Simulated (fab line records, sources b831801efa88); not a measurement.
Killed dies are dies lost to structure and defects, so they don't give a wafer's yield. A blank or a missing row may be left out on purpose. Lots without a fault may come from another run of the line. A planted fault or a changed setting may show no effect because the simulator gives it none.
fab line records | flow gf180mcu
record lots=24 wafers=72 last_day=34
route steps=602 shown HV_LDD@213 CONTACT@304 M1@317 V3@445 V4@478 PASSIVATION@601
lots that met no fault: from a run of the same line without faults
start_h: hours from the record's first day to the start of the lot's first wafer shown | wait_h: hours since the lot's step before | " the same as in the row above | L1.1+2: a row that stands for several wafers | - no value, or no start given | * or withheld: withheld | < > ~ a bound
route shown NAME@n: a module of which the file shows steps, and the number in the route of the first | usual: mean/standard deviation of fault-free wafers | same: alike in all rows | chamber/n: place in a boat | sites: the reading at each site | _std_site: their standard deviation | _edge_site: outer sites' mean less inner sites' | radius_mm: how far each site lies from the wafer's centre | mask NAME#n: copy n | behind: the tool/chamber that last shaped the wafer | hold: why the lot was held/for how many hours/how that ended | device: the transistor (n, p or np) that didn't switch | end of line: the same wafers' tests at the end of the route | a step without rows: its recipe alone | killed: dies lost to structure and defects at the first sort, not the wafer's yield | map: a wafer's dies, x killed, . not, _ none there
set.NAME: the setting as run; set.NAME@STEP: as run at that earlier step | model.NAME: the simulator's own value behind a step, which no gauge read
steps of the route over a sample of lots; a table a step, a row a wafer
services: from which hour (start_h, from the record's first day; less than 0 if before it) a tool's chamber was out of use, for how many hours, and why
## steps
# step GF_HV_LDD_STRIP_37
# recipe chemistry=O2/N2 power_w=1400 pressure_mtorr=1500 platen_temp_c=250 o2_flow_sccm=3000 n2_flow_sccm=300 overash_fraction=0.5
# usual drypump_motor_current_A=5.8/0.48 heater_power_w=342/47 oes_product_au=0.716/0.0044 strip_time_to_endpoint_s=12.63/0.036
# columns lot.wafer tool chamber start_h wait_h drypump_motor_current_A heater_power_w oes_product_au rf_hours_counter_h strip_time_to_endpoint_s
L074.2 plasma_asher-03 0 255.09 0.1 6.6 289 0.717 63 12.65
L074.5 " 0 " " 6.6 296 0.709 - 12.66
L074.6 " 1 " " 5.5 353 0.722 - 12.66
L075.2 plasma_asher-02 1 275.59 0.1 6.2 329 0.718 17 12.59
L075.4 " 1 " " 6.2 322 0.717 - 12.64
L075.5 " 1 " " 6.2 320 0.708 - 12.65
L077.4 plasma_asher-04 0 282.83 0.1 5.4 431 0.720 - 12.69
L077.5 " 1 " " 5.2 305 0.710 - 12.65
L077.6 " 0 " " 5.4 431 0.716 - 12.68
L076.3 plasma_asher-02 1 284.36 0.1 6.2 319 0.720 - 12.64
L076.4 " 0 " " 6.0 324 0.714 - 12.65
L076.6 " 1 " " 6.2 329 0.717 - 12.58
L078.1 plasma_asher-02 0 290.85 0.1 6.0 326 0.713 19 12.62
L078.2 " 1 " " 6.2 324 0.718 19 12.60
L078.4 " 0 " " 6.0 311 0.712 - 12.61
L079.2 plasma_asher-02 0 301.92 0.1 6.0 318 0.722 20 12.60
L079.4 " 1 " " 6.2 329 0.712 - 12.60
L079.6 " 1 " " 6.2 320 0.718 - 12.58
L080.1 plasma_asher-04 0 303.39 0.1 5.4 440 0.722 62 12.64
L080.3 " 1 " " 5.1 314 0.711 - 12.56
L080.5 " 0 " " 5.4 441 0.721 - 12.60
L081.1 plasma_asher-02 0 316.19 0.1 6.1 322 0.718 22 12.65
L081.2 " 1 " " 6.2 330 0.715 22 12.64
L081.4 " 0 " " 6.0 318 0.720 - 12.64
L082.2 plasma_asher-02 0 320.80 0.1 6.1 323 0.714 23 12.65
L082.5 " 1 " " 6.2 327 0.713 - 12.60
L082.6 " 0 " " 6.1 326 0.716 - 12.63
L083.1 plasma_asher-04 1 333.72 0.1 5.1 312 0.716 65 12.65
L083.5 " 1 " " 5.1 315 0.719 - 12.63
L083.6 " 0 " " 5.4 433 0.705 - 12.67
L084.1 plasma_asher-04 0 334.02 0.1 5.4 430 0.714 65 12.58
L084.2 " 1 " " 5.1 310 0.715 65 12.61
L084.5 " 1 " " 5.1 314 0.712 - 12.60
L085.1 plasma_asher-04 0 343.62 0.1 5.4 427 0.708 66 12.66
L085.5 " 1 " " 5.1 304 0.727 - 12.64
L085.6 " 0 " " 5.4 430 0.710 - 12.67
L086.1 plasma_asher-04 1 347.77 0.1 5.1 310 0.710 67 12.65
L086.4 " 1 " " 5.1 312 0.722 - 12.63
L086.5 " 0 " " 5.4 440 0.721 - 12.68
L087.1 plasma_asher-02 0 353.30 0.1 6.0 329 0.708 25 12.63
L087.3 " 1 " " 6.2 329 0.720 - 12.65
L087.6 " 1 " " 6.2 324 0.721 - 12.64
L088.1 plasma_asher-02 0 361.32 0.1 6.1 315 0.715 25 12.60
L088.3 " 1 " " 6.2 322 0.720 - 12.58
L088.4 " 0 " " 6.0 319 0.714 - 12.62
L089.1 plasma_asher-04 1 371.02 0.1 5.1 310 0.709 70 12.59
L089.3 " 0 " " 5.4 429 0.714 - 12.58
L089.6 " 1 " " 5.1 314 0.721 - 12.59
L090.1 plasma_asher-02 1 375.64 0.1 6.2 319 0.717 28 12.61
L090.3 " 0 " " 6.1 318 0.717 - 12.61
L090.5 " 1 " " 6.2 331 0.714 - 12.65
L091.1 plasma_asher-04 0 382.54 0.1 5.4 432 0.714 71 12.59
L091.4 " 0 " " 5.4 428 0.713 - 12.56
L091.6 " 0 " " 5.4 433 0.717 - 12.56
L092.1 plasma_asher-02 1 397.92 0.1 6.2 317 0.711 30 12.61
L092.3 " 0 " " 6.0 317 0.710 - 12.62
L092.4 " 1 " " 6.2 333 0.711 - 12.66
L093.4 plasma_asher-03 0 401.30 0.1 6.6 290 0.718 - 12.67
L093.5 " 1 " " 5.5 348 0.716 - 12.68
L093.6 " 0 " " 6.6 288 0.721 - 12.64
L094.1 plasma_asher-04 0 412.02 0.1 5.4 427 0.709 74 12.63
L094.2 " 1 " " 5.1 311 0.715 74 12.63
L094.6 " 0 " " 5.4 434 0.715 - 12.59
L095.1 plasma_asher-03 0 421.67 0.1 6.6 288 0.711 79 12.61
L095.2 " 1 " " 5.5 340 0.712 79 12.61
L095.4 " 1 " " 5.5 351 0.714 - 12.62
L096.1 plasma_asher-03 0 425.19 0.1 6.6 289 0.714 80 12.61
L096.3 " 1 " " 5.5 346 0.724 - 12.61
L096.5 " 1 " " 5.5 349 0.713 - 12.63
L097.2 plasma_asher-04 1 430.87 0.1 5.1 313 0.709 0 12.64
L097.3 " 0 " " 5.4 438 0.709 - 12.68
L097.6 " 1 " " 5.1 311 0.720 - 12.63
# step GF_CONTACT_ETCH_17
# recipe chemistry=C4F8/O2/Ar mask_material=KrF target=SiO2 stop_on=CoSi2 source_w=1500 bias_w=1200 pressure_mtorr=40 c4f8_flow_sccm=withheld O2_flow_sccm=6 Ar_flow_sccm=300 time_s=withheld target_depth_a=8600
# usual oes_product_au=0.815/0.0052
# columns lot.wafer tool chamber start_h wait_h oes_product_au
L074.2 rie_diel-02 2 - - 0.816
L074.5 " 0 " " 0.817
L074.6 " 1 " " 0.821
L075.2 rie_diel-02 2 - - 0.819
L075.4 " 1 " " 0.816
L075.5 " 2 " " 0.813
L077.4 rie_diel-04 1 - - 0.817
L077.5 " 1 " " 0.809
L077.6 " 0 " " 0.815
L076.3 rie_diel-04 2 - - 0.819
L076.4 " 3 " " 0.810
L076.6 " 3 " " 0.813
L078.1 rie_diel-01 0 - - 0.812
L078.2 " 1 " " 0.813
L078.4 " 0 " " 0.811
L079.2 rie_diel-02 2 - - 0.814
L079.4 " 1 " " 0.815
L079.6 " 3 " " 0.813
L080.1 rie_diel-01 3 - - 0.820
L080.3 " 1 " " 0.817
L080.5 " 1 " " 0.812
L081.1 rie_diel-04 0 - - 0.818
L081.2 " 2 " " 0.816
L081.4 " 3 " " 0.817
L082.2 rie_diel-02 1 - - 0.809
L082.5 " 0 " " 0.821
L082.6 " 1 " " 0.816
L083.1 rie_diel-04 0 - - 0.813
L083.5 " 1 " " 0.818
L083.6 " 0 " " 0.816
L084.1 rie_diel-01 1 - - 0.807
L084.2 " 2 " " 0.813
L084.5 " 0 " " 0.817
L085.1 rie_diel-02 1 - - 0.812
L085.5 " 1 " " 0.818
L085.6 " 2 " " 0.813
L086.1 rie_diel-04 2 - - 0.818
L086.4 " 1 " " 0.806
L086.5 " 0 " " 0.810
L087.1 rie_diel-02 2 - - 0.818
L087.3 " 3 " " 0.810
L087.6 " 0 " " 0.807
L088.1 rie_diel-04 1 - - 0.820
L088.3 " 3 " " 0.812
L088.4 " 0 " " 0.803
L089.1 rie_diel-02 1 - - 0.817
L089.3 " 3 " " 0.820
L089.6 " 0 " " 0.817
L090.1 rie_diel-01 3 - - 0.813
L090.3 " 0 " " 0.818
L090.5 " 0 " " 0.815
L091.1 rie_diel-01 2 - - 0.811
L091.4 " 3 " " 0.816
L091.6 " 2 " " 0.811
L092.1 rie_diel-01 1 - - 0.810
L092.3 " 2 " " 0.807
L092.4 " 0 " " 0.818
L093.4 rie_diel-04 1 - - 0.817
L093.5 " 3 " " 0.819
L093.6 " 2 " " 0.813
L094.1 rie_diel-04 0 - - 0.821
L094.2 " 1 " " 0.813
L094.6 " 0 " " 0.822
L095.1 rie_diel-02 2 - - 0.807
L095.2 " 3 " " 0.813
L095.4 " 1 " " 0.812
L096.1 rie_diel-02 0 - - 0.819
L096.3 " 2 " " 0.805
L096.5 " 0 " " 0.826
L097.2 rie_diel-02 3 - - 0.818
L097.3 " 2 " " 0.812
L097.6 " 0 " " 0.820
# step GF_M1_SPUTTER_02
# recipe material=AlCu target_thk_nm=450 power_w=10600 time_s=23.9 chamber_pressure_pa=0.4
# usual throttle_valve_pct=30.3/1.1
# columns lot.wafer tool chamber start_h wait_h throttle_valve_pct
L074.2 pvd_sputter-04 - 361.72 0.0 31.0
L074.5 " - " " 28.5
L074.6 " - " " 31.1
L075.2 pvd_sputter-01 - 387.84 0.0 30.1
L075.4 " - " " 31.7
L075.5 " - " " 31.5
L077.4 pvd_sputter-02 - 396.39 0.0 30.3
L077.5 " - " " 29.8
L077.6 " - " " 28.6
L076.3 pvd_sputter-04 - 399.40 0.0 28.9
L076.4 " - " " 30.4
L076.6 " - " " 31.1
L078.1 pvd_sputter-01 - 407.40 0.0 30.1
L078.2 " - " " 30.6
L078.4 " - " " 31.5
L079.2 pvd_sputter-01 - 417.82 0.0 30.7
L079.4 " - " " 31.4
L079.6 " - " " 29.1
L080.1 pvd_sputter-01 - 419.18 0.0 30.3
L080.3 " - " " 29.0
L080.5 " - " " 31.6
L081.1 pvd_sputter-04 - 433.28 0.0 30.9
L081.2 " - " " 30.4
L081.4 " - " " 28.8
L082.2 pvd_sputter-02 - 441.94 0.0 30.1
L082.5 " - " " 30.1
L082.6 " - " " 31.8
L083.1 pvd_sputter-01 - 455.07 0.0 28.8
L083.5 " - " " 30.9
L083.6 " - " " 30.1
L084.1 pvd_sputter-04 - 456.62 0.0 31.4
L084.2 " - " " 30.3
L084.5 " - " " 28.5
L085.1 pvd_sputter-01 - 467.03 0.0 30.4
L085.5 " - " " 31.5
L085.6 " - " " 30.2
L086.1 pvd_sputter-01 - 469.88 0.0 30.2
L086.4 " - " " 30.5
L086.5 " - " " 31.6
L087.1 pvd_sputter-02 - 478.34 0.0 32.0
L087.3 " - " " 29.8
L087.6 " - " " 30.1
L088.1 pvd_sputter-02 - 487.02 0.0 31.9
L088.3 " - " " 30.2
L088.4 " - " " 28.4
L089.1 pvd_sputter-02 - 496.58 0.0 29.8
L089.3 " - " " 30.0
L089.6 " - " " 29.9
L090.1 pvd_sputter-04 - 503.41 0.0 28.4
L090.3 " - " " 30.5
L090.5 " - " " 30.4
L091.1 pvd_sputter-01 - 509.32 0.0 30.2
L091.4 " - " " 30.4
L091.6 " - " " 31.7
L092.1 pvd_sputter-01 - 523.95 0.0 31.6
L092.3 " - " " 29.3
L092.4 " - " " 30.3
L093.4 pvd_sputter-01 - 529.18 0.0 30.8
L093.5 " - " " 31.7
L093.6 " - " " 30.2
L094.1 pvd_sputter-04 - 540.52 0.0 28.9
L094.2 " - " " 31.7
L094.6 " - " " 28.6
L095.1 pvd_sputter-02 - 547.10 0.0 28.6
L095.2 " - " " 31.9
L095.4 " - " " 29.6
L096.1 pvd_sputter-01 - 551.04 0.0 31.6
L096.3 " - " " 30.2
L096.5 " - " " 32.0
L097.2 pvd_sputter-02 - 557.00 0.0 32.0
L097.3 " - " " 30.0
L097.6 " - " " 30.0
# step GF_V3_ETCH_16
# recipe chemistry=N2/H2 target_depth_a=withheld overetch_a=withheld time_s=withheld target=BARC ion_energy_ev=200 source_w=500 bias_w=100 pressure_mtorr=30 n2_flow_sccm=100 h2_flow_sccm=200
# usual drypump_motor_current_A=5.7/0.58 oes_product_au=0.854/0.0045 throttle_valve_pct=13.225/0.009
# columns lot.wafer tool chamber start_h wait_h drypump_motor_current_A oes_product_au throttle_valve_pct
L074.2 rie_diel-01 0 512.57 0.0 6.5 0.855 13.211
L074.5 " 1 " " 5.6 0.851 13.216
L074.6 " 2 " " 5.7 0.853 13.216
L075.2 rie_diel-03 3 537.54 0.0 6.2 0.857 13.217
L075.4 " 1 " " 6.1 0.847 13.216
L075.5 " 2 " " 5.8 0.860 13.226
L077.4 rie_diel-01 0 545.29 0.0 6.5 0.849 13.228
L077.5 " 1 " " 5.6 0.849 13.228
L077.6 " 2 " " 5.7 0.850 13.216
L076.3 rie_diel-03 0 549.59 0.0 4.9 0.852 13.224
L076.4 " 2 " " 5.8 0.854 13.217
L076.6 " 0 " " 4.9 0.847 13.232
L078.1 rie_diel-01 3 555.71 0.0 5.4 0.855 13.226
L078.2 " 2 " " 5.6 0.856 13.220
L078.4 " 1 " " 5.6 0.850 13.223
L079.2 rie_diel-04 2 566.42 0.0 6.5 0.856 13.213
L079.4 " 0 " " 4.9 0.861 13.211
L079.6 " 1 " " 5.5 0.865 13.214
L080.1 rie_diel-03 0 568.02 0.0 4.9 0.855 13.234
L080.3 " 3 " " 6.3 0.858 13.228
L080.5 " 1 " " 6.1 0.852 13.218
L081.1 rie_diel-04 0 580.81 0.0 5.0 0.860 13.228
L081.2 " 1 " " 5.5 0.848 13.216
L081.4 " 3 " " 4.9 0.856 13.238
L082.2 rie_diel-01 0 587.92 0.0 6.6 0.853 13.226
L082.5 " 2 " " 5.6 0.858 13.223
L082.6 " 3 " " 5.5 0.854 13.234
L083.1 rie_diel-04 1 600.09 0.0 5.5 0.860 13.226
L083.5 " 1 " " 5.5 0.851 13.220
L083.6 " 0 " " 4.9 0.857 13.226
L084.1 rie_diel-01 2 601.04 0.0 5.7 0.853 13.218
L084.2 " 0 " " 6.5 0.856 13.235
L084.5 " 3 " " 5.4 0.851 13.212
L085.1 rie_diel-04 2 609.27 0.0 6.6 0.861 13.219
L085.5 " 0 " " 4.9 0.851 13.216
L085.6 " 2 " " 6.6 0.847 13.208
L086.1 rie_diel-01 2 612.21 0.0 5.7 0.853 13.221
L086.4 " 0 " " 6.5 0.859 13.229
L086.5 " 3 " " 5.4 0.844 13.215
L087.1 rie_diel-01 2 619.02 0.0 5.6 0.859 13.215
L087.3 " 0 " " 6.5 0.863 13.227
L087.6 " 0 " " 6.5 0.856 13.231
L088.1 rie_diel-01 2 627.44 0.0 5.7 0.850 13.222
L088.3 " 1 " " 5.6 0.856 13.226
L088.4 " 0 " " 6.5 0.860 13.227
L089.1 rie_diel-03 0 635.77 0.0 4.9 0.850 13.219
L089.3 " 3 " " 6.2 0.859 13.225
L089.6 " 1 " " 6.1 0.855 13.222
L090.1 rie_diel-03 3 640.51 0.0 6.2 0.853 13.216
L090.3 " 0 " " 4.8 0.855 13.218
L090.5 " 0 " " 4.8 0.855 13.217
L091.1 rie_diel-04 1 645.99 0.0 5.5 0.848 13.219
L091.4 " 2 " " 6.6 0.849 13.234
L091.6 " 0 " " 4.9 0.858 13.229
L092.1 rie_diel-04 2 658.71 0.0 6.6 0.852 13.226
L092.3 " 1 " " 5.5 0.859 13.224
L092.4 " 2 " " 6.5 0.856 13.242
L093.4 rie_diel-03 0 662.69 0.0 4.9 0.849 13.217
L093.5 " 2 " " 5.8 0.861 13.222
L093.6 " 3 " " 6.3 0.855 13.231
L094.1 rie_diel-04 2 671.02 0.0 6.6 0.850 13.231
L094.2 " 1 " " 5.5 0.853 13.243
L094.6 " 0 " " 5.0 0.850 13.237
L095.1 rie_diel-04 1 679.69 0.0 5.5 0.860 13.227
L095.2 " 2 " " 6.6 0.852 13.228
L095.4 " 2 " " 6.6 0.859 13.230
L096.1 rie_diel-04 0 681.99 0.0 5.0 0.856 13.228
L096.3 " 2 " " 6.6 0.854 13.242
L096.5 " 1 " " 5.5 0.855 13.245
L097.2 rie_diel-04 0 686.09 0.0 4.9 0.854 13.231
L097.3 " 2 " " 6.6 0.848 13.217
L097.6 " 3 " " 4.9 0.842 13.228
# step GF_V4_CVD_02
# recipe material=SiO2 target_thk_nm=850 precursor=TEOS temp_c=400 time_s=94.851 rf_w=600
# usual heater_power_w=646/88
# columns lot.wafer tool chamber start_h wait_h heater_power_w
L074.2 pecvd-01 1 537.39 0.0 654
L074.5 " 2 " " 584
L074.6 " 0 " " 802
L075.2 pecvd-04 1 562.24 0.0 712
L075.4 " 2 " " 569
L075.5 " 1 " " 760
L077.4 pecvd-01 2 569.90 0.1 633
L077.5 " 1 " " 676
L077.6 " 0 " " 675
L076.3 pecvd-02 0 573.04 0.0 590
L076.4 " 0 " " 607
L076.6 " 1 " " 623
L078.1 pecvd-02 1 579.79 0.1 613
L078.2 " 2 " " 735
L078.4 " 1 " " 634
L079.2 pecvd-01 0 590.62 0.0 852
L079.4 " 1 " " 540
L079.6 " 2 " " 612
L080.1 pecvd-01 0 592.14 0.1 684
L080.3 " 1 " " 597
L080.5 " 2 " " 596
L081.1 pecvd-01 1 604.46 0.1 642
L081.2 " 2 " " 573
L081.4 " 2 " " 604
L082.2 pecvd-01 0 611.61 0.0 795
L082.5 " 1 " " 538
L082.6 " 2 " " 627
L083.1 pecvd-01 1 623.19 0.1 561
L083.5 " 0 " " 685
L083.6 " 1 " " 615
L084.1 pecvd-04 2 623.88 0.1 545
L084.2 " 1 " " 721
L084.5 " 2 " " 560
L085.1 pecvd-02 2 632.29 0.1 674
L085.5 " 0 " " 611
L085.6 " 1 " " 661
L086.1 pecvd-01 1 634.90 0.1 615
L086.4 " 0 " " 785
L086.5 " 2 " " 591
L087.1 pecvd-02 0 641.61 0.1 543
L087.3 " 2 " " 763
L087.6 " 0 " " 596
L088.1 pecvd-02 0 650.32 0.1 638
L088.3 " 2 " " 746
L088.4 " 2 " " 602
L089.1 pecvd-01 0 658.20 0.1 760
L089.3 " 1 " " 549
L089.6 " 2 " " 581
L090.1 pecvd-04 1 662.98 0.1 812
L090.3 " 2 " " 569
L090.5 " 2 " " 457
L091.1 pecvd-01 2 668.78 0.1 623
L091.4 " 1 " " 542
L091.6 " 2 " " 508
L092.1 pecvd-02 2 680.14 0.1 618
L092.3 " 0 " " 612
L092.4 " 2 " " 682
L093.4 pecvd-04 2 684.49 0.1 569
L093.5 " 1 " " 655
L093.6 " 0 " " 602
L094.1 pecvd-02 2 692.32 0.1 763
L094.2 " 1 " " 653
L094.6 " 1 " " 675
L095.1 pecvd-01 2 701.14 0.1 632
L095.2 " 1 " " 613
L095.4 " 2 " " 493
L096.1 pecvd-04 1 703.50 0.1 723
L096.3 " 2 " " 586
L096.5 " 1 " " 754
L097.2 pecvd-02 0 707.66 0.0 600
L097.3 " 1 " " 662
L097.6 " 1 " " 511
# step GF_PASSIVATION_BOW_MEAS_14
# recipe mode=bow
# usual PASSIVATION_BOW=138/11
# columns lot.wafer tool chamber start_h wait_h PASSIVATION_BOW[um]
L074.2 film_metro-02 - 671.17 0.0 141
L074.5 " - " " 156
L074.6 " - " " 145
L075.2 film_metro-01 - 692.87 0.0 135
L075.4 " - " " 146
L075.5 " - " " 135
L077.4 film_metro-02 - 700.96 0.1 123
L077.5 " - " " 129
L077.6 " - " " 131
L076.3 film_metro-02 - 703.12 0.0 119
L076.4 " - " " 132
L076.6 " - " " 123
L078.1 film_metro-01 - 706.97 0.0 145
L078.2 " - " " 136
L078.4 " - " " 141
L079.2 film_metro-02 - 717.87 0.0 141
L079.4 " - " " 125
L079.6 " - " " 139
L080.1 film_metro-01 - 719.25 0.0 145
L080.3 " - " " 142
L080.5 " - " " 135
L081.1 film_metro-02 - 730.25 0.0 142
L081.2 " - " " 132
L081.4 " - " " 146
L082.2 film_metro-01 - 735.72 0.0 144
L082.5 " - " " 149
L082.6 " - " " 144
L083.1 film_metro-03 - 744.77 0.0 129
L083.5 " - " " 141
L083.6 " - " " 129
L084.1 film_metro-01 - 745.72 0.0 159
L084.2 " - " " 150
L084.5 " - " " 142
L085.1 film_metro-03 - 753.29 0.0 119
L085.5 " - " " 125
L085.6 " - " " 133
L086.1 film_metro-01 - 754.87 0.0 116
L086.4 " - " " 121
L086.5 " - " " 124
L087.1 film_metro-02 - 760.15 0.0 150
L087.3 " - " " 156
L087.6 " - " " 136
L088.1 film_metro-03 - 768.44 0.0 120
L088.3 " - " " 115
L088.4 " - " " 113
L089.1 film_metro-03 - 774.60 0.0 141
L089.3 " - " " 136
L089.6 " - " " 139
L090.1 film_metro-01 - 779.67 0.0 123
L090.3 " - " " 161
L090.5 " - " " 171
L091.1 film_metro-03 - 784.20 0.0 123
L091.4 " - " " 140
L091.6 " - " " 133
L092.1 film_metro-02 - 792.75 0.0 151
L092.3 " - " " 147
L092.4 " - " " 154
L093.4 film_metro-03 - 794.83 0.1 149
L093.5 " - " " 134
L093.6 " - " " 137
L094.1 film_metro-02 - 802.10 0.0 138
L094.2 " - " " 141
L094.6 " - " " 146
L095.1 film_metro-01 - 809.10 0.0 140
L095.2 " - " " 138
L095.4 " - " " 129
L096.1 film_metro-02 - 811.47 0.0 147
L096.3 " - " " 140
L096.5 " - " " 146
L097.2 film_metro-03 - 813.69 0.0 135
L097.3 " - " " 144
L097.6 " - " " 137
## services
# columns tool chamber start_h hours kind
rie_diel-01 2 248.15 8.1 repair
rie_diel-04 - 281.30 0.2 repair
rie_diel-04 3 281.71 25.5 repair
rie_diel-01 - 293.79 2.8 pm
pecvd-01 2 300.08 8.0 repair
rie_diel-01 2 315.41 3.5 repair
rie_diel-04 2 382.38 1.3 repair
rie_diel-04 1 415.14 5.4 repair
rie_diel-01 3 450.93 3.6 repair
rie_diel-01 - 473.83 0.4 repair
rie_diel-01 - 482.80 0.2 repair
rie_diel-01 3 524.87 7.6 repair
rie_diel-04 3 556.55 11.4 repair
rie_diel-01 0 558.83 4.2 repair
rie_diel-01 - 569.05 5.6 repair
rie_diel-04 2 584.23 11.4 repair
rie_diel-04 1 604.97 20.0 repair
rie_diel-01 - 638.41 14.6 pm
rie_diel-04 3 654.66 13.3 repair
rie_diel-04 3 669.98 15.3 repair
rie_diel-01 1 693.06 6.0 repair
rie_diel-04 - 693.19 2.8 pm
rie_diel-04 - 697.53 1.4 repair
rie_diel-01 3 698.73 9.5 repair
## key
fault none
